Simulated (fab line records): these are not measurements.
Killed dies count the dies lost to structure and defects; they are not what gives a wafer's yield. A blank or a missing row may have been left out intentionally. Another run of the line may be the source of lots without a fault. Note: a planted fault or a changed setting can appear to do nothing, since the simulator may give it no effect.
A struck lot beside a sound one | flow sky130 | 43 steps out of a route of 708
Sound: the wafers L490.3, L490.4, L490.6. The struck wafers were L480.1, L480.3, L480.5. Last of all comes the cause.
Per side, at each step with rows, come the tool, then ch with its chambers, and then its first start. Under that, the readings that differ: sound wafers | struck wafers | difference of the means | sigmas: that difference in standard deviations of wafers without a fault.
alike: words and numbers the same on both sides, and readings whose means are apart by under 2 such deviations; not compared: readings that were withheld, readings missing a value for some wafer, numbers with overlapping values and no deviation given by the record, and bounds like >300 which may hide the same value.
The two part at a step that has a row with sigmas, a row that says differs or no value, or rows on one side only. Numbers that don't overlap but have no deviation are shown without sigmas and don't part them. Lack of a reading on every wafer of one side parts them only where that side has two or more wafers.

first, 9 steps without rows for these wafers: SKY_CAPM_CLEAN_17 (cleans in O3/DIW); SKY_METAL3_DEHYDRATE_05 (time 60 s); SKY_METAL3_HMDS_06 (prime time 60 s); SKY_METAL3_COAT_07 (resist thk 60 nm); SKY_METAL3_COAT_08 (resist thk 1140 nm); SKY_METAL3_SOFTBAKE_09 (time 90 s); SKY_METAL3_EXPOSE_10 (exposes mask MM3, target cd 300 nm); SKY_METAL3_PEB_11; SKY_METAL3_DEVELOP_12 (develop time 60 s).
SKY_METAL3_CD_MEAS_13: the cd target is 300 nm.
  sound on cd sem-02, day 45 11:05; struck on cd sem-01, day 45 09:53
  alike: cd nm
SKY_METAL3_OVL_MEAS_14:
  sound on overlay-02, day 45 11:10; struck on overlay-01, day 45 10:01
  alike: METAL3_OVL
SKY_METAL3_DESCUM_15: chemistry O2, time 8 s.
  sound on rie metal-03 ch 0,1, day 45 11:12; struck on rie metal-04 ch 1, day 45 10:02
  alike: drypump motor current A, oes product au
  not compared: rf hours counter h
SKY_METAL3_ETCH_16: etches BARC in N2/H2, stops on SiO2, time 88.2 s, target depth 60 nm.
  sound on rie metal-03 ch 0,1, day 45 11:16; struck on rie metal-04 ch 1, day 45 10:07
  alike: drypump motor current A, oes product au, throttle valve pct
  not compared: rf hours counter h
SKY_METAL3_ETCH_17: etches SiO2 in C4F8/O2/Ar, stops on TiN, time 3.9 s, target depth 15 nm.
  sound on rie diel-04 ch 1,2,3, day 45 11:19; struck on rie diel-01 ch 0,1, day 45 10:18
  alike: oes product au
  not compared: rf hours counter h
then, 1 step without rows for these wafers: SKY_METAL3_METAL_ETCH_18 (etches the open film in Cl2/BCl3, stops on SiO2, target depth 845 nm, time 183.1 s).
SKY_METAL3_STRIP_19: strips in O2/N2.
  sound on plasma asher-03 ch 0,1, day 45 11:44; struck on plasma asher-02 ch 0,1, day 45 10:30
  alike: drypump motor current A, oes product au, strip time to endpoint s
  not compared: rf hours counter h
then, 4 steps without rows for these wafers: SKY_METAL3_STRIP_20 (strips in post etch residue remover, time 1200 s); SKY_METAL3_CLEAN_21 (cleans in IPA, time 180 s); SKY_METAL3_CLEAN_22 (cleans in O3/DIW); SKY_VIA3_HDPCVD_00 (deposits SiO2, target thk 1635 nm, time 272.5 s).
SKY_VIA3_THK_MEAS_01:
  sound on film metro-04, day 45 12:29; struck on film metro-03, day 45 11:16
  reading              | sound          | struck         | difference | sigmas
  VIA3_HDPCVD_THK (nm) | 1658 1653 1668 | 1605 1631 1607 | -45        | -3
then, 1 step without rows for these wafers: SKY_VIA3_CMP_02 (polishes SiO2).
SKY_VIA3_BOW_MEAS_03:
  sound on film metro-03, day 45 12:52; struck on film metro-02, day 45 11:38
  alike: VIA3_BOW
then, 8 steps without rows for these wafers: SKY_VIA3_DEHYDRATE_04 (time 60 s); SKY_VIA3_HMDS_05 (prime time 60 s); SKY_VIA3_COAT_06 (resist thk 60 nm); SKY_VIA3_COAT_07 (resist thk 450 nm); SKY_VIA3_SOFTBAKE_08 (time 90 s); SKY_VIA3_EXPOSE_09 (exposes mask VIM3, target cd 200 nm); SKY_VIA3_PEB_10; SKY_VIA3_DEVELOP_11 (develop time 60 s).
SKY_VIA3_CD_MEAS_12: the cd target is 200 nm.
  sound on cd sem-02, day 46 12:19; struck on cd sem-01, day 46 10:44
  reading    | sound             | struck            | difference | sigmas
  cd nm (nm) | 202.9 202.8 202.6 | 199.0 198.2 199.4 | -3.9       | -2
SKY_VIA3_OVL_MEAS_13:
  sound on overlay-01, day 46 12:25; struck on overlay-02, day 46 10:52
  alike: VIA3_OVL
then, 6 steps without rows for these wafers: SKY_VIA3_ETCH_14 (etches BARC in N2/H2, stops on SiO2, time 45.9 s, target depth 60 nm); SKY_VIA3_ETCH_15 (etches SiO2 in C4F8/O2/Ar, stops on TiN, target depth 507 nm, time 78 s); SKY_VIA3_STRIP_16 (strips in O2/N2); SKY_VIA3_STRIP_17 (strips in post etch residue remover, time 1200 s); SKY_VIA3_CLEAN_18 (cleans in IPA, time 180 s); SKY_VIA3_CLEAN_19 (cleans in O3/DIW).
SKY_VIA3_SPUTTER_20: material TiN, target thk 20 nm, time 80 s.
  sound on pvd sputter-02, day 46 13:08; struck on pvd sputter-03, day 46 11:36
  alike: throttle valve pct
SKY_VIA3_CVD_21: deposits W, target thk 390 nm, time 117.31 s.
  sound on cvd w-02 ch 0,1, day 46 13:14; struck on cvd w-01 ch 0, day 46 11:40
  alike: heater power w, susceptor temp C
SKY_VIA3_RS_MEAS_22: the measuring method here is four-point-probe.
  sound on film metro-04, day 46 13:22; struck on film metro-04, day 46 11:54
  reading            | sound             | struck            | difference | sigmas
  VIA3_W_RS (ohm/sq) | 0.294 0.294 0.294 | 0.302 0.302 0.299 | +0.007     | +2
-- the record jumps here: 5 days lie between the struck wafers' starts before and after (it left off in module VIA3 and takes up again in module PAD_OPEN, whose first step shown is number 708 of the route) --
SKY_PAD_OPEN_PROBE_99:
  sound on prober-01, day 51 13:25; struck on prober-01, day 51 13:01
  reading                               | sound              | struck                                                                     | difference                   | sigmas
  hold                                  | - - -              | await dispo/3.3h/release await dispo/3.3h/release await dispo/3.3h/release | no value on the sound wafers |
  defect limited yield (%)              | 82.9 85.0 82.7     | 75.0 74.2 72.8                                                             | -9.5                         | -5
  killed_at_M0_to_M3                    | 48 45 44           | 74 83 90                                                                   | +37                          | +5
  killed dies                           | 84 74 85           | 123 127 134                                                                | +47                          | +5
  killed on rim                         | 17 21 18           | 28 31 29                                                                   | +11                          | +3
  sort_bin_3_pad_short (%)              | 1.0 0.8 0.6        | 2.4 4.1 3.3                                                                | +2.5                         | +6
  sort_bin_5_function (%)               | 9.6 10.6 9.8       | 15.9 13.2 17.7                                                             | +5.6                         | +4
  sort n pass                           | 408 418 407        | 369 365 358                                                                | -47                          | -5
  sort yield pct (%)                    | 82.9 85.0 82.7     | 75.0 74.2 72.8                                                             | -9.5                         | -5
  model.etest.tester.sort n pass        | 408 418 407        | 369 365 358                                                                | -47                          |
  model.etest.tester.sort yield pct (%) | 82.93 84.96 82.72  | 75 74.19 72.76                                                             | -10                          |
  model.etest.tester.sort_bin_5_pct (%) | 9.553 10.57 9.756  | 15.85 13.21 17.68                                                          | +5.62                        |
  model.etest.tester.sort_bin_3_pct (%) | 1.016 0.813 0.6098 | 2.439 4.065 3.252                                                          | +2.439                       |
  alike: killed_at_M4_up, killed at contacts, killed at front end, killed at other, killed open, killed short, sort_bin_6_memory

WHERE THEY PART
First at SKY_VIA3_THK_MEAS_01; last, within this record, at SKY_PAD_OPEN_PROBE_99.

WHY: what had been put in by the simulator
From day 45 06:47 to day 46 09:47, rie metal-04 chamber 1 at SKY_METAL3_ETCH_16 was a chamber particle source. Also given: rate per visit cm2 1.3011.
